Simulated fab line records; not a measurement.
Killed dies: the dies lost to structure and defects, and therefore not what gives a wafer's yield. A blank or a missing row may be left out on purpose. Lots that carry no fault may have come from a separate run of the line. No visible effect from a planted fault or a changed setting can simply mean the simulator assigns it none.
One fault seen from 2 desks    flow gf180mcu    each desk holds nothing but its own numbers, with what lay behind them at the end

## DESK OF THE TOOL OWNER: lithoTrack-03
Per lot that ran on this tool, the mean of the sampled wafers carrying a number, from the tool's own readings at GF_M2_SOFTBAKE_10 (time 60 s). Any lot whose mean is over 4 standard deviations away from the usual mean is out of limits and marked OUT; that distance is given in the brackets.
Columns: A = runLengthS at GF_M2_SOFTBAKE_10, usual 88.90 s
lot   first seen here  A
L266  day 20 12:42     88.71
L267  day 20 13:57     92.84 (+16) OUT
L268  day 21 10:23     92.85 (+16) OUT
L280  day 25 04:20     88.87
L281  day 25 17:09     88.69
L283  day 26 02:27     88.91
L284  day 26 08:12     88.85
This desk's finding: out of limits on L267, L268; first on L267, day 20 13:57 (runLengthS at GF_M2_SOFTBAKE_10). L266, L280, L281, L283, L284: within limits.

## THE METROLOGY DESK
What the gauges read, lot by lot, whatever tool the lot ran on: means of the sampled wafers that have a number. Any lot whose mean is over 4 standard deviations away from the usual mean is out of limits and marked OUT; that distance is given in the brackets.
Columns: A = V2_CVD_00_THK at GF_V2_THK_MEAS_01, usual 600 nm
lot   first seen here  A
L262  day 19 03:08     609
L266  day 21 01:51     593
L267  day 21 02:56     599
L268  day 21 23:04     599
L270  day 22 06:22     598
L277  day 24 21:26     603
L278  day 25 11:05     594
L279  day 25 12:08     598
L280  day 25 16:00     594
L281  day 26 04:56     595
L282  day 26 10:58     598
L283  day 26 14:05     606
L284  day 26 19:19     599
This desk found nothing out of limits on any of the 13 lots.

## TAKEN TOGETHER
An alarm could have come from the tool owner's desk at day 20 13:57, on L267, L268.
The metrology desk saw nothing out of limits.
The metrology desk holds a record of L267, L268, inside its limits.
Of the lots named, all ran GF_M2_SOFTBAKE_10 on lithoTrack-03.

## WHAT HAD BEEN PUT IN BY THE SIMULATOR
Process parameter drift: lithoTrack-03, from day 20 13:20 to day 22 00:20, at GF_M2_SOFTBAKE_10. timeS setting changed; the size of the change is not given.
Struck lots among those shown: L267, L268.
Delay in hours, fault start to first out-of-limits reading, by desk: the tool owner's desk at 1.
